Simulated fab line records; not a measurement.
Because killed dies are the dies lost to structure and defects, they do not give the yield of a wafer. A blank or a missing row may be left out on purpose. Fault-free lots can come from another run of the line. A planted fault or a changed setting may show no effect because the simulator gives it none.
Chamber matching :: flow sky130 :: 4 sister chambers for SKY_CONTACT_ETCH_16 on rie_diel-04
The step etches BARC in N2/H2, stops on SiO2, time 45.9 s, target depth 60 nm. 16 wafers are shown with their chamber, then 8 later ones without.

## WAFERS, EACH WITH ITS CHAMBER
wafer: L074.2
chamber: 3
drypump_motor_current_A (A): 4.7
oes_product_au (a.u.): 0.856
throttle_valve_pct (%): 13.220

wafer: L074.4
chamber: 1
drypump_motor_current_A (A): 6.1
oes_product_au (a.u.): 0.854
throttle_valve_pct (%): 13.234

wafer: L074.5
chamber: 1
drypump_motor_current_A (A): 6.1
oes_product_au (a.u.): 0.860
throttle_valve_pct (%): 13.214

wafer: L078.2
chamber: 1
drypump_motor_current_A (A): 6.1
oes_product_au (a.u.): 0.859
throttle_valve_pct (%): 13.224

wafer: L078.3
chamber: 3
drypump_motor_current_A (A): 4.7
oes_product_au (a.u.): 0.848
throttle_valve_pct (%): 13.223

wafer: L078.4
chamber: 1
drypump_motor_current_A (A): 6.1
oes_product_au (a.u.): 0.847
throttle_valve_pct (%): 13.213

wafer: L080.1
chamber: 1
drypump_motor_current_A (A): 6.2
oes_product_au (a.u.): 0.858
throttle_valve_pct (%): 13.223

wafer: L080.4
chamber: 3
drypump_motor_current_A (A): 4.7
oes_product_au (a.u.): 0.850
throttle_valve_pct (%): 13.225

wafer: L080.6
chamber: 2
drypump_motor_current_A (A): 5.6
oes_product_au (a.u.): 0.857
throttle_valve_pct (%): 13.219

wafer: L082.1
chamber: 1
drypump_motor_current_A (A): 6.2
oes_product_au (a.u.): 0.856
throttle_valve_pct (%): 13.226

wafer: L082.2
chamber: 0
drypump_motor_current_A (A): 6.2
oes_product_au (a.u.): 0.851
throttle_valve_pct (%): 13.227

wafer: L082.5
chamber: 2
drypump_motor_current_A (A): 5.6
oes_product_au (a.u.): 0.857
throttle_valve_pct (%): 13.225

wafer: L086.1
chamber: 1
drypump_motor_current_A (A): 6.1
oes_product_au (a.u.): 0.858
throttle_valve_pct (%): 13.232

wafer: L086.4
chamber: 3
drypump_motor_current_A (A): 4.7
oes_product_au (a.u.): 0.856
throttle_valve_pct (%): 13.227

wafer: L086.6
chamber: 2
drypump_motor_current_A (A): 5.6
oes_product_au (a.u.): 0.858
throttle_valve_pct (%): 13.218

wafer: L090.2
chamber: 0
drypump_motor_current_A (A): 6.3
oes_product_au (a.u.): 0.849
throttle_valve_pct (%): 13.235

SIGNATURES (means of the wafers above)
reading: drypump_motor_current_A
chamber 0: 6.250
chamber 1: 6.129
chamber 2: 5.600
chamber 3: 4.700
scatter within a chamber: 0.0401

reading: oes_product_au
chamber 0: 0.85000
chamber 1: 0.85600
chamber 2: 0.85733
chamber 3: 0.85250
scatter within a chamber: 0.00378

reading: throttle_valve_pct
chamber 0: 13.23100
chamber 1: 13.22371
chamber 2: 13.22067
chamber 3: 13.22375
scatter within a chamber: 0.0063
Rule: a wafer's distance from a chamber is the root of the sum, over the readings, of the square of ((its reading less the chamber's mean) divided by the reading's scatter). The wafer belongs to the nearest chamber; if the next one is less than 2 further off, it can't be placed. How the scatter is found: for the shown wafers, subtract from each reading the mean of its chamber, square and add these, divide the total by (wafers less chambers), then take the root.

## WAFERS WITHOUT THEIR CHAMBER
wafer: L090.4
drypump_motor_current_A (A): 6.1
oes_product_au (a.u.): 0.851
throttle_valve_pct (%): 13.223

wafer: L090.6
drypump_motor_current_A (A): 4.7
oes_product_au (a.u.): 0.851
throttle_valve_pct (%): 13.226

wafer: L096.2
drypump_motor_current_A (A): 4.7
oes_product_au (a.u.): 0.855
throttle_valve_pct (%): 13.220

wafer: L096.4
drypump_motor_current_A (A): 6.2
oes_product_au (a.u.): 0.851
throttle_valve_pct (%): 13.236

wafer: L096.5
drypump_motor_current_A (A): 6.2
oes_product_au (a.u.): 0.865
throttle_valve_pct (%): 13.238

wafer: L097.1
drypump_motor_current_A (A): 4.7
oes_product_au (a.u.): 0.861
throttle_valve_pct (%): 13.219

wafer: L097.3
drypump_motor_current_A (A): 5.6
oes_product_au (a.u.): 0.858
throttle_valve_pct (%): 13.223

wafer: L097.6
drypump_motor_current_A (A): 6.2
oes_product_au (a.u.): 0.854
throttle_valve_pct (%): 13.210

## EACH ONE'S CHAMBER
wafer: L090.4
from the rows above: 1
in truth: 1

wafer: L090.6
from the rows above: 3
in truth: 3

wafer: L096.2
from the rows above: 3
in truth: 3

wafer: L096.4
from the rows above: can't be placed: 0 or 1
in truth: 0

wafer: L096.5
from the rows above: can't be placed: 1 or 0
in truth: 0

wafer: L097.1
from the rows above: 3
in truth: 3

wafer: L097.3
from the rows above: 2
in truth: 2

wafer: L097.6
from the rows above: can't be placed: 1 or 0
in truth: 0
Correct placement for 5 of the 8. Can't be placed from these rows: 3 (the true chamber is among the candidates in 3). Placed wrongly: 0.
